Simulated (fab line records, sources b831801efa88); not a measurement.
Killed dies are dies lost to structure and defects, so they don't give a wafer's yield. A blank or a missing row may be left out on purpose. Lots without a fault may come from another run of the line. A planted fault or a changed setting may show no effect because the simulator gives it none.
fab line records | flow sky130
record lots=6 wafers=18 last_day=48
route steps=708 shown METAL1@454 VIA1@458 PAD_OPEN@708
lots that met no fault: from a run of the same line without faults
start_h: hours from the record's first day to the start of the lot's first wafer shown | wait_h: hours since the lot's step before | " the same as in the row above | L1.1+2: a row that stands for several wafers | - no value, or no start given | * or withheld: withheld | < > ~ a bound
route shown NAME@n: a module of which the file shows steps, and the number in the route of the first | usual: mean/standard deviation of fault-free wafers | same: alike in all rows | chamber/n: place in a boat | sites: the reading at each site | _std_site: their standard deviation | _edge_site: outer sites' mean less inner sites' | radius_mm: how far each site lies from the wafer's centre | mask NAME#n: copy n | behind: the tool/chamber that last shaped the wafer | hold: why the lot was held/for how many hours/how that ended | device: the transistor (n, p or np) that didn't switch | end of line: the same wafers' tests at the end of the route | a step without rows: its recipe alone | killed: dies lost to structure and defects at the first sort, not the wafer's yield | map: a wafer's dies, x killed, . not, _ none there
set.NAME: the setting as run; set.NAME@STEP: as run at that earlier step | model.NAME: the simulator's own value behind a step, which no gauge read
lots at some steps of the route; a table a step, a row a wafer
services: from which hour (start_h, from the record's first day; less than 0 if before it) a tool's chamber was out of use, for how many hours, and why
## steps
# step SKY_METAL1_STRIP_20
# recipe chemistry=O2/N2 power_w=1400 pressure_mtorr=1500 platen_temp_c=withheld o2_flow_sccm=3000 n2_flow_sccm=300 overash_fraction=0.5
# usual drypump_motor_current_A=6.2/0.48 oes_product_au=0.344/0.0054 strip_time_to_endpoint_s=2.72/0.046
# columns lot.wafer tool chamber start_h wait_h drypump_motor_current_A oes_product_au rf_hours_counter_h strip_time_to_endpoint_s
L323.1 plasma_asher-03 0 785.54 0.1 6.7 0.347 64 2.77
L323.3 " 1 " " 6.7 0.341 - 2.74
L323.5 " 1 " " 6.7 0.347 - 2.71
L324.2 plasma_asher-03 0 791.08 0.1 6.8 0.352 65 2.74
L324.3 " 1 " " 6.7 0.342 - 2.75
L324.4 " 0 " " 6.7 0.341 - 2.73
L326.1 plasma_asher-01 1 810.81 0.1 5.7 0.341 99 2.79
L326.2 " 0 " " 5.9 0.352 99 2.74
L326.3 " 0 " " 6.0 0.351 - 2.77
L327.1 plasma_asher-03 0 823.08 0.1 6.7 0.340 68 2.76
L327.2 " 1 " " 6.7 0.344 68 2.66
L327.5 " 0 " " 6.7 0.340 - 2.75
L330.2 plasma_asher-04 0 860.29 0.1 6.1 0.351 12 2.72
L330.3 " 0 " " 6.1 0.339 - 2.75
L330.6 " 1 " " 5.4 0.344 - 2.71
L336.2 plasma_asher-04 0 897.09 0.1 6.1 0.347 15 2.76
L336.3 " 0 " " 6.1 0.340 - 2.70
L336.5 " 1 " " 5.4 0.350 - 2.72
# step SKY_METAL1_STRIP_21
# recipe chemistry=post_etch_residue_remover time_s=1200 temp_c=72.5
# step SKY_METAL1_CLEAN_22
# recipe chemistry=IPA time_s=180 temp_c=25
# step SKY_METAL1_CLEAN_23
# recipe chemistry=O3/DIW dry=n2_spin
# step SKY_VIA1_HDPCVD_00
# recipe material=SiO2 target_thk_nm=1030 sigma_open_frac=0.3 time_s=171.7 temp_c=400 sih4_flow_sccm=60 pressure_mtorr=6
# step SKY_VIA1_THK_MEAS_01
# recipe reads=SiO2_of_VIA1_HDPCVD_00
# usual VIA1_HDPCVD_THK=1031/9.4
# columns lot.wafer tool chamber start_h wait_h VIA1_HDPCVD_THK[nm]
L323.1 film_metro-02 - 786.24 0.1 1025
L323.3 " - " " 1045
L323.5 " - " " 1044
L324.2 film_metro-01 - 791.88 0.1 1035
L324.3 " - " " 1024
L324.4 " - " " 1034
L326.1 film_metro-02 - 811.60 0.1 1025
L326.2 " - " " 1024
L326.3 " - " " 1033
L327.1 film_metro-01 - 823.78 0.1 1028
L327.2 " - " " 1033
L327.5 " - " " 1038
L330.2 film_metro-01 - 861.00 0.1 1031
L330.3 " - " " 1035
L330.6 " - " " 1031
L336.2 film_metro-02 - 897.84 0.1 1010
L336.3 " - " " 1033
L336.5 " - " " 1034
# step SKY_VIA1_CMP_02
# recipe material=SiO2 down_force_psi=4 platen_rpm=60 pad_velocity_m_s=0.94248
# usual motor_current_A=12.2/1.2 retaining_ring_pressure_frac=0.999/0.0051 slurry_filter_dp_kPa=13.49/0.13
# columns lot.wafer tool chamber start_h wait_h motor_current_A retaining_ring_pressure_frac slurry_filter_dp_kPa
L323.1 cmp-02 3 786.35 0.1 10.5 0.998 13.75
L323.3 " 1 " " 13.3 0.994 13.55
L323.5 " 3 " " 10.0 1.001 13.42
L324.4 cmp-01 1 791.98 0.1 12.0 0.991 13.34
L324.3 " 2 " " 11.5 0.993 13.42
L324.2 " 3 " " 11.9 1.002 13.62
L326.3 cmp-02 0 811.66 0.0 11.0 1.001 13.72
L326.1 " 1 " " 13.0 1.002 13.30
L326.2 " 2 " " 13.1 1.006 13.29
L327.2 cmp-01 3 823.84 0.0 13.0 0.987 13.51
L327.1 " 0 " " 14.1 1.003 13.50
L327.5 " 3 " " 12.5 1.000 13.43
L330.2 cmp-01 3 861.05 0.0 12.3 1.002 13.47
L330.3 " 0 " " 13.9 1.008 13.15
L330.6 " 0 " " 13.9 1.007 13.33
L336.3 cmp-02 0 897.94 0.1 11.4 1.001 13.77
L336.2 " 2 " " 13.0 1.008 13.43
L336.5 " 0 " " 11.5 0.993 13.46
# step SKY_VIA1_BOW_MEAS_03
# recipe mode=bow
# usual VIA1_BOW=80/7.7
# columns lot.wafer tool chamber start_h wait_h VIA1_BOW[um]
L323.1 film_metro-01 - 786.60 0.2 83
L323.3 " - " " 74
L323.5 " - " " 87
L324.2 film_metro-03 - 792.25 0.1 77
L324.3 " - " " 79
L324.4 " - " " 92
L326.1 film_metro-03 - 811.96 0.2 82
L326.2 " - " " 75
L326.3 " - " " 75
L327.1 film_metro-02 - 824.14 0.2 90
L327.2 " - " " 81
L327.5 " - " " 78
L330.2 film_metro-01 - 861.37 0.3 86
L330.3 " - " " 75
L330.6 " - " " 79
L336.2 film_metro-03 - 898.21 0.1 76
L336.3 " - " " 80
L336.5 " - " " 72
# step SKY_VIA1_DEHYDRATE_04
# recipe temp_c=200 time_s=60
# step SKY_VIA1_HMDS_05
# recipe prime_time_s=60 prime_temp_c=120
# step SKY_VIA1_COAT_06
# recipe resist=BARC temp_c=withheld time_s=withheld spin_rpm=3000 resist_thk_nm=60
# step SKY_VIA1_COAT_07
# recipe resist=KrF-thick spin_rpm=3000 resist_thk_nm=450
# step SKY_VIA1_SOFTBAKE_08
# recipe temp_c=100 time_s=90 resist=KrF-thick
# usual heater_power_total_W=57.36/0.12 plate_temp_C=99.99/0.13
# columns lot.wafer tool chamber start_h wait_h heater_power_total_W plate_temp_C
L323.1 litho_track-03 0 799 - 57.18 100.03
L323.3 " 0 " " 57.50 100.03
L323.5 " 0 " " 57.41 100.03
L324.2 litho_track-04 0 805 - 57.37 99.87
L324.3 " 0 " " 57.39 99.82
L324.4 " 0 " " 57.44 99.73
L326.1 litho_track-03 0 824 - 55.58 97.80
L326.2 " 0 " " 55.79 97.82
L326.3 " 0 " " 55.82 97.83
L327.1 litho_track-03 0 837 - 55.73 97.93
L327.2 " 0 " " 55.70 97.91
L327.5 " 0 " " 55.84 97.83
L330.2 litho_track-02 0 874 - 57.38 99.96
L330.3 " 0 " " 57.20 100.17
L330.6 " 0 " " 57.46 100.09
L336.2 litho_track-02 0 910 - 57.57 100.09
L336.3 " 0 " " 57.40 99.96
L336.5 " 0 " " 57.48 99.95
# step SKY_VIA1_EXPOSE_09
# recipe mask_id=VIM na=0.8 source_shape=annular sigma_inner=0.55 sigma_outer=0.85 target_cd_nm=150 dose_mj=38
# step SKY_PAD_OPEN_PROBE_99
# usual defect_limited_yield=82.3/1.8 killed_at_M0_to_M3=44/7.2 killed_at_M4_up=3.1/1.8 killed_at_contacts=24/4.5 killed_at_front_end=16/4.4 killed_at_other=0.2/0.42 killed_dies=87/8.9 killed_open=48/6.4 killed_short=39/6.2 sort_bin_3_pad_short=0.9/0.46 sort_bin_5_function=10.5/1.6 sort_bin_6_memory=6.3/1.1 sort_n_pass=405/8.9 sort_yield_pct=82.3/1.8
# same gross_dies=492 killed_at_back_side=0 sort_bin_4_leakage[%]=0 sort_bin_8_speed[%]=0
# columns lot.wafer tool chamber start_h wait_h defect_limited_yield[%] killed_at_M0_to_M3 killed_at_M4_up killed_at_contacts killed_at_front_end killed_at_other killed_dies killed_open killed_short sort_bin_3_pad_short[%] sort_bin_5_function[%] sort_bin_6_memory[%] sort_n_pass sort_yield_pct[%]
L324.2 prober-02 - 1088.36 0.1 79.1 56 4 27 16 0 103 55 48 1.2 12.6 7.1 389 79.1
L324.3 prober-02 - 1088.41 0.2 83.3 43 3 22 14 0 82 49 33 0.4 11.6 4.7 410 83.3
L324.4 prober-02 - 1088.46 0.2 80.9 51 0 24 18 1 94 61 33 1.2 12.2 5.7 398 80.9
L326.1 prober-02 - 1102.85 0.1 82.9 38 2 27 17 0 84 43 41 1.4 10.4 5.3 408 82.9
L326.2 prober-02 - 1102.90 0.1 82.9 46 7 18 13 0 84 43 41 1.8 8.5 6.7 408 82.9
L326.3 prober-02 - 1102.95 0.2 85.2 45 3 19 6 0 73 44 29 0.2 9.8 4.9 419 85.2
L336.2 prober-02 - 1163.58 0.1 80.9 47 3 24 20 0 94 54 40 1.6 11.0 6.5 398 80.9
L336.3 prober-02 - 1163.63 0.2 80.1 53 4 29 12 0 98 46 52 1.6 10.8 7.5 394 80.1
L336.5 prober-02 - 1163.73 0.2 83.7 44 2 17 17 0 80 47 33 0.6 8.9 6.7 412 83.7
# killed by level:class
L324.2 VIA1:geometric_particle:open=12 CONTACT:geometric_particle:open=9 VIA2:geometric_particle:open=8 METAL1:geometric_particle:short=7 VIA1:geometric_particle:short=7 VIA3:geometric_particle:open=7 LI_CONTACT:geometric_particle:open=6 LOCAL_INTERCONNECT:geometric_particle:short=5
L324.3 VIA1:geometric_particle:open=9 VIA1:geometric_particle:short=7 CONTACT:geometric_particle:short=7 CONTACT:geometric_particle:open=7 VIA3:geometric_particle:open=7 FIELD_ISO:geometric_particle:open=5 LI_CONTACT:geometric_particle:open=4 LOCAL_INTERCONNECT:geometric_particle:short=4
L324.4 CONTACT:geometric_particle:open=15 VIA1:geometric_particle:open=15 VIA3:geometric_particle:open=8 FIELD_ISO:geometric_particle:open=7 FIELD_ISO:geometric_particle:short=5 METAL1:geometric_particle:short=5 LI_CONTACT:geometric_particle:open=4 VIA2:geometric_particle:short=4
L326.1 VIA1:geometric_particle:open=11 CONTACT:geometric_particle:open=9 LI_CONTACT:geometric_particle:open=7 LOCAL_INTERCONNECT:geometric_particle:short=6 METAL1:geometric_particle:short=6 VIA1:geometric_particle:short=6 FIELD_ISO:geometric_particle:open=4 FIELD_ISO:geometric_particle:short=3
L326.2 VIA1:geometric_particle:open=14 METAL2:geometric_particle:short=7 FIELD_ISO:geometric_particle:open=6 VIA2:geometric_particle:open=6 METAL4:geometric_particle:short=6 LI_CONTACT:geometric_particle:open=5 VIA3:geometric_particle:short=4 CONTACT:geometric_particle:short=4
L326.3 VIA1:geometric_particle:open=12 VIA2:geometric_particle:open=8 CONTACT:geometric_particle:open=7 LI_CONTACT:geometric_particle:open=6 METAL1:geometric_particle:short=6 VIA3:geometric_particle:open=6 VIA3:geometric_particle:short=5 LOCAL_INTERCONNECT:geometric_particle:short=3
L336.2 VIA1:geometric_particle:open=18 FIELD_ISO:geometric_particle:short=7 FIELD_ISO:geometric_particle:open=7 VIA1:geometric_particle:short=7 LI_CONTACT:geometric_particle:open=7 CONTACT:geometric_particle:open=7 VIA3:geometric_particle:open=6 CONTACT:geometric_particle:short=5
L336.3 VIA1:geometric_particle:open=14 CONTACT:geometric_particle:open=12 VIA1:geometric_particle:short=9 LI_CONTACT:geometric_particle:open=7 METAL1:geometric_particle:short=7 POLY_GATE:geometric_particle:short=5 METAL2:geometric_particle:short=5 LI_CONTACT:geometric_particle:short=4
L336.5 VIA1:geometric_particle:open=11 VIA1:geometric_particle:short=10 FIELD_ISO:geometric_particle:open=7 CONTACT:geometric_particle:open=6 VIA3:geometric_particle:open=6 LI_CONTACT:geometric_particle:open=4 METAL1:geometric_particle:short=4 METAL2:geometric_particle:short=4
## services
# columns tool chamber start_h hours kind
cmp-01 - 777.99 6.8 repair
cmp-01 - 796.39 1.4 repair
cmp-01 - 810.30 6.4 pm
cmp-01 - 841.40 1.2 repair
cmp-01 - 877.12 0.8 repair
cmp-01 - 893.01 11.3 pm
cmp-02 - 904.43 4.9 pm
## key
first_sign step=SKY_VIA1_SOFTBAKE_08 reading=plate_temp_C direction=down sigmas=17 usual=* struck=*
effect step=SKY_VIA1_SOFTBAKE_08 reading=heater_power_total_W direction=down sigmas=14 usual=* struck=*
met_at SKY_VIA1_SOFTBAKE_08
struck_wafers L326.1,L326.2,L326.3,L327.1,L327.2,L327.5
onset_between 799 824
fault kind=process_parameter_drift tool=litho_track-03 chamber=- onset_h=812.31 steps=SKY_VIA1_SOFTBAKE_08 channel=temp_c offset=* shape=step end_h=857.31 acts_in=* stated=*
